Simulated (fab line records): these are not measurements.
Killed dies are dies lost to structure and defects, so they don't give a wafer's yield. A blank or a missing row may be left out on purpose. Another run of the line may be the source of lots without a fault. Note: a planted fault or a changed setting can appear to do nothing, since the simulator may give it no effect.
fab line records + flow sky130
record
- lots=6
- wafers=18
- lastDay=50
route steps=708 shown LOCAL_INTERCONNECT@390 PAD_OPEN@708
lots untouched by any fault: they come from a run of this same line in which no faults occurred
startH: hours from the record's first day to the start of the lot's first wafer shown + waitH: hours from the lot's prior step to this one + " identical to the entry in the row above + L1.1+2: a row that stands for several wafers + - no value, or no start given + * or withheld: withheld + < > ~ a bound
route shown NAME@n: NAME is a module with steps in the file, n the number in the route of the first one + usual: average and standard deviation across the fault-free wafers + same: alike in all rows + chamber/n: place in a boat + sites: per-site readings + _std_site: standard deviation across them + _edge_site: the outer-site mean with the inner-site mean subtracted + radiusMm: how far each site lies from the wafer's centre + mask NAME#n: copy n + behind: the tool/chamber that last shaped the wafer + hold: cause of the lot's hold/its duration in hours/its outcome + device: names the non-switching transistor (n, p or np) + end of line: the route-end tests of the same wafers + a step given without rows: its recipe and nothing more + killed: not the wafer's yield, but the dies lost to structure and defects at the first sort + map: a wafer's dies, x killed, . not, _ none there
set.NAME: setting as actually run; set.NAME@STEP: the setting as run at that earlier step + model.NAME: the simulator's own value behind a step, which no gauge read
lots at some steps of the route; a table a step, a row a wafer
services: when a tool's chamber went out of use (startH, in hours from the record's first day, below 0 if earlier), for how many hours, and the reason
## steps
# step SKY_LOCAL_INTERCONNECT_DEHYDRATE_03
# recipe
- tempC=200
- timeS=60
# step SKY_LOCAL_INTERCONNECT_HMDS_04
# recipe
- primeTimeS=60
- primeTempC=120
# step SKY_LOCAL_INTERCONNECT_COAT_05
# recipe
- resist=BARC
- tempC=withheld
- timeS=withheld
- spinRpm=3000
- resistThkNm=60
# step SKY_LOCAL_INTERCONNECT_COAT_06
# recipe
- resist=KrF-thick
- spinRpm=3000
- resistThkNm=450
# step SKY_LOCAL_INTERCONNECT_SOFTBAKE_07
# recipe
- tempC=100
- timeS=90
- resist=KrF-thick
# step SKY_LOCAL_INTERCONNECT_EXPOSE_08
# recipe
- maskId=LI1M
- na=0.8
- sourceShape=annular
- sigmaInner=0.55
- sigmaOuter=0.85
- targetCdNm=170
- doseMj=28
# step SKY_LOCAL_INTERCONNECT_PEB_09
# recipe
- pebTempC=withheld
- pebTimeS=withheld
- resist=KrF-thick
# step SKY_LOCAL_INTERCONNECT_DEVELOP_10
# recipe
- developTimeS=60
- resist=KrF-thick
- devTempC=21
# step SKY_LOCAL_INTERCONNECT_CD_MEAS_11
# recipe
- targetCdNm=170
# usual
- cdNm=170.2/1.6
| lot.wafer | tool     | chamber | startH | waitH | cdNm  |
|-----------|----------|---------|--------|-------|-------|
| L960.1    | cdSem-02 | -       | 793.34 | -     | 171.3 |
| L960.2    | "        | -       | "      | "     | 170.5 |
| L960.5    | "        | -       | "      | "     | 170.4 |
| L969.3    | cdSem-02 | -       | 857.24 | -     | 169.8 |
| L969.4    | "        | -       | "      | "     | 170.8 |
| L969.5    | "        | -       | "      | "     | 171.2 |
| L970.1    | cdSem-01 | -       | 860.39 | -     | 171.2 |
| L970.2    | "        | -       | "      | "     | 169.7 |
| L970.5    | "        | -       | "      | "     | 169.4 |
| L971.2    | cdSem-01 | -       | 867.91 | -     | 167.5 |
| L971.4    | "        | -       | "      | "     | 169.2 |
| L971.5    | "        | -       | "      | "     | 168.8 |
| L972.1    | cdSem-01 | -       | 873.15 | -     | 168.6 |
| L972.5    | "        | -       | "      | "     | 169.0 |
| L972.6    | "        | -       | "      | "     | 168.6 |
| L973.4    | cdSem-01 | -       | 878.70 | -     | 168.5 |
| L973.5    | "        | -       | "      | "     | 169.3 |
| L973.6    | "        | -       | "      | "     | 167.6 |
# step SKY_LOCAL_INTERCONNECT_OVL_MEAS_12
# usual
- LOCAL_INTERCONNECT_OVL=1/6.9
| lot.wafer | tool       | chamber | startH | waitH | LOCAL_INTERCONNECT_OVL[nm] |
|-----------|------------|---------|--------|-------|----------------------------|
| L960.1    | overlay-02 | -       | 793.46 | 0.1   | 2                          |
| L960.2    | "          | -       | "      | "     | 1                          |
| L960.5    | "          | -       | "      | "     | 1                          |
| L969.3    | overlay-02 | -       | 857.33 | 0.1   | 6                          |
| L969.4    | "          | -       | "      | "     | 3                          |
| L969.5    | "          | -       | "      | "     | 4                          |
| L970.1    | overlay-02 | -       | 860.51 | 0.1   | -1                         |
| L970.2    | "          | -       | "      | "     | 5                          |
| L970.5    | "          | -       | "      | "     | 2                          |
| L971.2    | overlay-01 | -       | 868.02 | 0.1   | 2                          |
| L971.4    | "          | -       | "      | "     | 0                          |
| L971.5    | "          | -       | "      | "     | -5                         |
| L972.1    | overlay-01 | -       | 873.27 | 0.1   | 10                         |
| L972.5    | "          | -       | "      | "     | 13                         |
| L972.6    | "          | -       | "      | "     | 15                         |
| L973.4    | overlay-01 | -       | 878.78 | 0.1   | 6                          |
| L973.5    | "          | -       | "      | "     | 2                          |
| L973.6    | "          | -       | "      | "     | 7                          |
# step SKY_LOCAL_INTERCONNECT_ETCH_13
# recipe
- chemistry=N2/H2
- target=BARC
- ionEnergyEv=200
- biasW=100
- pressureMtorr=30
- n2FlowSccm=100
- h2FlowSccm=200
- icpW=500
- stopOn=SiO2
- timeS=45.9
- targetDepthA=600
# usual
- drypumpMotorCurrentA=5.9/0.34
- h2FlowSccm=199.9/0.59
- oesProductAu=0.854/0.0044
- throttleValvePct=13.225/0.0091
| lot.wafer | tool        | chamber | startH | waitH | drypumpMotorCurrentA | h2FlowSccm | oesProductAu | rfHoursCounterH | throttleValvePct |
|-----------|-------------|---------|--------|-------|----------------------|------------|--------------|-----------------|------------------|
| L960.1    | rieMetal-03 | 1       | 793.50 | 0.0   | 6.0                  | 199.6      | 0.850        | 2               | 13.212           |
| L960.2    | "           | 0       | "      | "     | 5.6                  | 200.3      | 0.848        | 7               | 13.219           |
| L960.5    | "           | 0       | "      | "     | 5.6                  | 199.7      | 0.856        | -               | 13.216           |
| L969.3    | rieMetal-04 | 0       | 857.37 | 0.0   | 6.3                  | 200.5      | 0.855        | -               | 13.230           |
| L969.4    | "           | 1       | "      | "     | 5.4                  | 200.9      | 0.859        | -               | 13.221           |
| L969.5    | "           | 0       | "      | "     | 6.3                  | 199.7      | 0.851        | -               | 13.230           |
| L970.1    | rieMetal-04 | 1       | 860.55 | 0.0   | 5.4                  | 199.9      | 0.860        | 15              | 13.229           |
| L970.2    | "           | 0       | "      | "     | 6.4                  | 199.4      | 0.852        | 14              | 13.222           |
| L970.5    | "           | 0       | "      | "     | 6.3                  | 199.4      | 0.858        | -               | 13.217           |
| L971.2    | rieMetal-03 | 0       | 868.05 | 0.0   | 5.6                  | 200.2      | 0.854        | 10              | 13.232           |
| L971.4    | "           | 0       | "      | "     | 5.6                  | 200.6      | 0.854        | -               | 13.218           |
| L971.5    | "           | 0       | "      | "     | 5.6                  | 199.7      | 0.848        | -               | 13.220           |
| L972.1    | rieMetal-02 | 0       | 873.30 | 0.0   | 6.0                  | 200.0      | 0.853        | 8               | 13.242           |
| L972.5    | "           | 0       | "      | "     | 6.0                  | 200.4      | 0.859        | -               | 13.241           |
| L972.6    | "           | 1       | "      | "     | 6.4                  | 200.3      | 0.854        | -               | 13.250           |
| L973.4    | rieMetal-02 | 0       | 878.82 | 0.0   | 6.0                  | 199.1      | 0.850        | -               | 13.213           |
| L973.5    | "           | 0       | "      | "     | 6.0                  | 199.7      | 0.851        | -               | 13.230           |
| L973.6    | "           | 1       | "      | "     | 6.3                  | 200.0      | 0.852        | -               | 13.225           |
# step SKY_LOCAL_INTERCONNECT_METAL_ETCH_14
# recipe
- targetDepthNm=110
- stopOn=PSG
- chemistry=Cl2/BCl3
- target=TiN
- resistSidewallDeg=88
- pressureMtorr=10
- icpW=900
- biasW=48.5
- Cl2_flow_sccm=60
- bcl3FlowSccm=30
- timeS=31.4
# usual
- drypumpMotorCurrentA=5.9/0.34
- oesProductAu=0.940/0.0082
- throttleValvePct=21.900/0.0099
| lot.wafer | tool        | chamber | startH | waitH | drypumpMotorCurrentA | oesProductAu | rfHoursCounterH | throttleValvePct |
|-----------|-------------|---------|--------|-------|----------------------|--------------|-----------------|------------------|
| L960.1    | rieMetal-03 | 1       | 793.56 | 0.0   | 5.9                  | 0.941        | 2               | 21.908           |
| L960.2    | "           | 0       | "      | "     | 5.6                  | 0.933        | 7               | 21.916           |
| L960.5    | "           | 0       | "      | "     | 5.6                  | 0.927        | -               | 21.915           |
| L969.3    | rieMetal-04 | 0       | 857.43 | 0.0   | 6.4                  | 0.951        | -               | 21.892           |
| L969.4    | "           | 1       | "      | "     | 5.4                  | 0.946        | -               | 21.892           |
| L969.5    | "           | 0       | "      | "     | 6.3                  | 0.950        | -               | 21.898           |
| L970.1    | rieMetal-04 | 1       | 860.63 | 0.1   | 5.3                  | 0.933        | 15              | 21.899           |
| L970.2    | "           | 0       | "      | "     | 6.3                  | 0.931        | 14              | 21.926           |
| L970.5    | "           | 0       | "      | "     | 6.3                  | 0.945        | -               | 21.883           |
| L971.2    | rieMetal-03 | 0       | 868.11 | 0.0   | 5.6                  | 0.935        | 10              | 21.892           |
| L971.4    | "           | 0       | "      | "     | 5.6                  | 0.942        | -               | 21.900           |
| L971.5    | "           | 0       | "      | "     | 5.6                  | 0.937        | -               | 21.916           |
| L972.1    | rieMetal-02 | 0       | 873.37 | 0.0   | 6.0                  | 0.934        | 8               | 21.911           |
| L972.5    | "           | 0       | "      | "     | 6.0                  | 0.940        | -               | 21.897           |
| L972.6    | "           | 1       | "      | "     | 6.3                  | 0.932        | -               | 21.895           |
| L973.4    | rieMetal-02 | 0       | 878.88 | 0.0   | 6.0                  | 0.942        | -               | 21.905           |
| L973.5    | "           | 0       | "      | "     | 6.0                  | 0.930        | -               | 21.901           |
| L973.6    | "           | 1       | "      | "     | 6.3                  | 0.950        | -               | 21.898           |
# step SKY_LOCAL_INTERCONNECT_STRIP_15
# recipe
- chemistry=O2/N2
- powerW=1400
- pressureMtorr=1500
- platenTempC=withheld
- o2FlowSccm=3000
- n2FlowSccm=300
- overashFraction=0.5
# usual
- chamberPressureMTorr=1499.9/1.2
- drypumpMotorCurrentA=5.9/0.35
- oesProductAu=0.427/0.0042
- overashFraction=0.5/0
- stripTimeToEndpointS=4.71/0.03
| lot.wafer | tool           | chamber | startH | waitH | chamberPressureMTorr | drypumpMotorCurrentA | oesProductAu | overashFraction | rfHoursCounterH | stripTimeToEndpointS | model.KrF-thick_of_LOCAL_INTERCONNECT_COAT_06.thkNm |
|-----------|----------------|---------|--------|-------|----------------------|----------------------|--------------|-----------------|-----------------|----------------------|-----------------------------------------------------|
| L960.1    | plasmaAsher-01 | 1       | 793.61 | 0.0   | 1499.8               | 5.3                  | 0.428        | 0.5             | 100             | 4.72                 | 0                                                   |
| L960.2    | "              | 0       | "      | "     | 1499.8               | 5.7                  | 0.429        | 0.5             | 100             | 4.67                 | 0                                                   |
| L960.5    | "              | 0       | "      | "     | 1501.0               | 5.7                  | 0.427        | 0.5             | -               | 4.68                 | 0                                                   |
| L969.3    | plasmaAsher-02 | 0       | 857.50 | 0.1   | -                    | -                    | -            | -               | -               | -                    | 344.1                                               |
| L969.4    | "              | 1       | "      | "     | -                    | -                    | -            | -               | -               | -                    | 347.8                                               |
| L969.5    | "              | 0       | "      | "     | -                    | -                    | -            | -               | -               | -                    | 345.1                                               |
| L970.1    | plasmaAsher-03 | 1       | 860.70 | 0.0   | -                    | -                    | -            | -               | -               | -                    | 352                                                 |
| L970.2    | "              | 0       | "      | "     | -                    | -                    | -            | -               | -               | -                    | 349.2                                               |
| L970.5    | "              | 1       | "      | "     | -                    | -                    | -            | -               | -               | -                    | 346.9                                               |
| L971.2    | plasmaAsher-03 | 0       | 868.16 | 0.0   | 1500.5               | 6.2                  | 0.425        | 0.5             | 77              | 4.64                 | 0                                                   |
| L971.4    | "              | 0       | "      | "     | 1501.0               | 6.2                  | 0.426        | 0.5             | -               | 4.64                 | 0                                                   |
| L971.5    | "              | 0       | "      | "     | 1498.4               | 6.2                  | 0.423        | 0.5             | -               | 4.66                 | 0                                                   |
| L972.1    | plasmaAsher-03 | 0       | 873.42 | 0.0   | 1498.8               | 6.2                  | 0.427        | 0.5             | 78              | 4.77                 | 0                                                   |
| L972.5    | "              | 0       | "      | "     | 1497.7               | 6.2                  | 0.431        | 0.5             | -               | 4.76                 | 0                                                   |
| L972.6    | "              | 1       | "      | "     | 1500.6               | 6.2                  | 0.427        | 0.5             | -               | 4.71                 | 0                                                   |
| L973.4    | plasmaAsher-03 | 0       | 878.95 | 0.1   | 1501.1               | 6.2                  | 0.429        | 0.5             | -               | 4.74                 | 0                                                   |
| L973.5    | "              | 1       | "      | "     | 1501.4               | 6.2                  | 0.419        | 0.5             | -               | 4.73                 | 0                                                   |
| L973.6    | "              | 0       | "      | "     | 1498.7               | 6.3                  | 0.428        | 0.5             | -               | 4.68                 | 0                                                   |
# step SKY_LOCAL_INTERCONNECT_STRIP_16
# recipe
- chemistry=postEtchResidueRemover
- timeS=1200
- tempC=72.5
# step SKY_PAD_OPEN_PROBE_99
# usual
- killed_at_M0_to_M3=43/7.8
- killed_at_M4_up=3.2/1.9
- killedAtContacts=24/5
- killedAtFrontEnd=14/4.5
- killedAtOther=0.2/0.41
- killedDies=84/9.6
- killedOnRim=17/3.8
- killedOpen=47/6.9
- killedShort=38/6
# same
- grossDies=492
- killedAtBackSide=0
| lot.wafer | tool      | chamber | startH  | waitH | killed_at_M0_to_M3 | killed_at_M4_up | killedAtContacts | killedAtFrontEnd | killedAtOther | killedDies | killedOnRim | killedOpen | killedShort |
|-----------|-----------|---------|---------|-------|--------------------|-----------------|------------------|------------------|---------------|------------|-------------|------------|-------------|
| L960.1    | prober-01 | -       | 1139.46 | 0.1   | 36                 | 7               | 23               | 16               | 0             | 82         | 13          | 42         | 40          |
| L960.2    | prober-01 | -       | 1139.51 | 0.1   | 47                 | 2               | 16               | 16               | 1             | 82         | 14          | 41         | 41          |
| L960.5    | prober-01 | -       | 1139.66 | 0.2   | 44                 | 2               | 20               | 16               | 0             | 82         | 17          | 46         | 36          |
| L969.3    | prober-02 | -       | 1186.60 | 0.2   | 44                 | 3               | 430              | 14               | 1             | 492        | 96          | 51         | 31          |
| L969.4    | prober-02 | -       | 1186.65 | 0.2   | 37                 | 2               | 438              | 15               | 0             | 492        | 96          | 45         | 42          |
| L969.5    | prober-02 | -       | 1186.70 | 0.2   | 42                 | 1               | 435              | 14               | 0             | 492        | 96          | 48         | 37          |
| L970.1    | prober-01 | -       | 1187.67 | 0.1   | 48                 | 2               | 431              | 10               | 1             | 492        | 96          | 49         | 33          |
| L970.2    | prober-01 | -       | 1187.72 | 0.1   | 40                 | 4               | 438              | 10               | 0             | 492        | 96          | 47         | 26          |
| L970.5    | prober-01 | -       | 1187.87 | 0.2   | 40                 | 5               | 434              | 12               | 1             | 492        | 96          | 41         | 48          |
# killed by level:class
L960.1 VIA1:geometricParticle:open=12 LI_CONTACT:geometricParticle:open=7 CONTACT:geometricParticle:open=6 FIELD_ISO:geometricParticle:short=5 LI_CONTACT:geometricParticle:short=5 METAL4:geometricParticle:short=5 FIELD_ISO:geometricParticle:open=4 CONTACT:geometricParticle:short=4
L960.2 VIA1:geometricParticle:open=16 METAL1:geometricParticle:short=8 METAL2:geometricParticle:short=8 FIELD_ISO:geometricParticle:short=6 LI_CONTACT:geometricParticle:open=5 CONTACT:geometricParticle:short=5 POLY_GATE:geometricParticle:short=4 METAL2:geometricParticle:open=4
L960.5 VIA1:geometricParticle:open=13 METAL2:geometricParticle:short=9 VIA2:geometricParticle:open=7 LI_CONTACT:geometricParticle:open=6 CONTACT:geometricParticle:open=6 FIELD_ISO:geometricParticle:short=5 FIELD_ISO:geometricParticle:open=5 CONTACT:geometricParticle:short=5
L969.3 CONTACT:areaCvd=410 VIA1:geometricParticle:open=11 CONTACT:geometricParticle:open=8 VIA3:geometricParticle:open=8 LI_CONTACT:geometricParticle:open=6 METAL3:geometricParticle:short=5 VIA1:geometricParticle:short=5 VIA2:geometricParticle:open=5
L969.4 CONTACT:areaCvd=405 LI_CONTACT:geometricParticle:open=12 CONTACT:geometricParticle:open=10 VIA1:geometricParticle:short=7 VIA1:geometricParticle:open=6 METAL2:geometricParticle:short=6 POLY_GATE:geometricParticle:short=5 VIA2:geometricParticle:short=5
L969.5 CONTACT:areaCvd=407 VIA1:geometricParticle:open=9 CONTACT:geometricParticle:open=8 CONTACT:geometricParticle:short=7 LI_CONTACT:geometricParticle:open=6 VIA2:geometricParticle:open=6 METAL1:geometricParticle:short=5 VIA3:geometricParticle:open=5
L970.1 CONTACT:areaCvd=410 VIA1:geometricParticle:open=13 LI_CONTACT:geometricParticle:open=8 VIA2:geometricParticle:open=8 METAL2:geometricParticle:short=8 CONTACT:geometricParticle:open=6 VIA3:geometricParticle:open=6 METAL1:geometricParticle:short=5
L970.2 CONTACT:areaCvd=419 VIA1:geometricParticle:open=12 CONTACT:geometricParticle:open=11 VIA3:geometricParticle:open=7 FIELD_ISO:geometricParticle:short=5 VIA1:geometricParticle:short=5 METAL1:geometricParticle:short=4 LI_CONTACT:geometricParticle:open=3
L970.5 CONTACT:areaCvd=403 VIA1:geometricParticle:open=11 LI_CONTACT:geometricParticle:open=9 METAL1:geometricParticle:short=8 LOCAL_INTERCONNECT:geometricParticle:short=7 CONTACT:geometricParticle:short=7 VIA3:geometricParticle:open=5 CONTACT:geometricParticle:open=5
# map L969.3 (x killed, . not)
__________xxxxxxxxxx_________
________xxxxxxxxxxxxxx_______
______xxxxxxxxxxxxxxxxxx_____
_____xxxxxxxxxxxxxxxxxxxx____
____xxxxxxxxxxxxxxxxxxxxxx___
___xxxxxxxxxxxxxxxxxxxxxxxx__
__xxxxxxxxxxxxxxxxxxxxxxxxxx_
_xxxxxxxxxxxxxxxxxxxxxxxxxxxx
_xxxxxxxxxxxxxxxxxxxxxxxxxxxx
_xxxxxxxxxxxxxxxxxxxxxxxxxxxx
_xxxxxxxxxxxxxxxxxxxxxxxxxxxx
_xxxxxxxxxxxxxxxxxxxxxxxxxxxx
_xxxxxxxxxxxxxxxxxxxxxxxxxxxx
_xxxxxxxxxxxxxxxxxxxxxxxxxxxx
_xxxxxxxxxxxxxxxxxxxxxxxxxxxx
__xxxxxxxxxxxxxxxxxxxxxxxxxx_
___xxxxxxxxxxxxxxxxxxxxxxxx__
____xxxxxxxxxxxxxxxxxxxxxx___
_____xxxxxxxxxxxxxxxxxxxx____
______xxxxxxxxxxxxxxxxxx_____
________xxxxxxxxxxxxxx_______
__________xxxxxxxxxx_________
# map L970.1 (x killed, . not)
__________xxxxxxxxxx_________
________xxxxxxxxxxxxxx_______
______xxxxxxxxxxxxxxxxxx_____
_____xxxxxxxxxxxxxxxxxxxx____
____xxxxxxxxxxxxxxxxxxxxxx___
___xxxxxxxxxxxxxxxxxxxxxxxx__
__xxxxxxxxxxxxxxxxxxxxxxxxxx_
_xxxxxxxxxxxxxxxxxxxxxxxxxxxx
_xxxxxxxxxxxxxxxxxxxxxxxxxxxx
_xxxxxxxxxxxxxxxxxxxxxxxxxxxx
_xxxxxxxxxxxxxxxxxxxxxxxxxxxx
_xxxxxxxxxxxxxxxxxxxxxxxxxxxx
_xxxxxxxxxxxxxxxxxxxxxxxxxxxx
_xxxxxxxxxxxxxxxxxxxxxxxxxxxx
_xxxxxxxxxxxxxxxxxxxxxxxxxxxx
__xxxxxxxxxxxxxxxxxxxxxxxxxx_
___xxxxxxxxxxxxxxxxxxxxxxxx__
____xxxxxxxxxxxxxxxxxxxxxx___
_____xxxxxxxxxxxxxxxxxxxx____
______xxxxxxxxxxxxxxxxxx_____
________xxxxxxxxxxxxxx_______
__________xxxxxxxxxx_________
## services
| tool           | chamber | startH | hours | kind          |
|----------------|---------|--------|-------|---------------|
| rieMetal-02    | 1       | 789.95 | -     | clean         |
| rieMetal-02    | 1       | 789.95 | 23.1  | scheduledDown |
| rieMetal-02    | 1       | 789.95 | 23.1  | ventCycle     |
| rieMetal-02    | -       | 800.81 | 0.6   | repair        |
| rieMetal-03    | 0       | 827.87 | 1.1   | repair        |
| plasmaAsher-01 | -       | 850.47 | 76.3  | pm            |
| rieMetal-02    | -       | 855.97 | 0.8   | repair        |
## key
firstSign
- step=SKY_LOCAL_INTERCONNECT_STRIP_15
- reading=toolRecord
- direction=missing
effect
- step=SKY_PAD_OPEN_PROBE_99
- reading=killedAtContacts
- direction=up
- sigmas=83
- usual=24
- struck=434
modelEffect
- step=SKY_LOCAL_INTERCONNECT_STRIP_15
- value=KrF-thick_of_LOCAL_INTERCONNECT_COAT_06.thkNm
- without=0
- struck=347.5
moreKillsBornAt
- SKY_CONTACT_CVD_00@pecvd-04=1232
- SKY_CONTACT_CVD_00@pecvd-01=1222
metAt SKY_LOCAL_INTERCONNECT_STRIP_15
struckWafers L969.3,L969.4,L969.5,L970.1,L970.2,L970.5
laterRowsLeftOut L969.3,L969.4,L969.5,L970.1,L970.2,L970.5
testerLeftOut L969,L970
earlierFault
- kind=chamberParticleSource
- tool=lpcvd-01
- chamber=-
- onsetH=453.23
- steps=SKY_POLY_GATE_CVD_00
- ratePerVisitCm2=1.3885
- endH=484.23
fault
- kind=skippedStepWhole
- tool=plasmaAsher-02,plasmaAsher-03
- chamber=-
- onsetH=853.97
- steps=SKY_LOCAL_INTERCONNECT_STRIP_15
- scope=struckLotsOnly
# testerLeftOut: of these lots the tester's yield and bins aren't shown, on N5 and GAA mostly nor the transistor test; their killed dies are dies lost to structure and defects alone, not to doping, threshold or leakage, so they don't give the yield
# laterRowsLeftOut: the simulator's readings of these wafers behind a module that went badly wrong aren't trusted and aren't shown, but for the sort
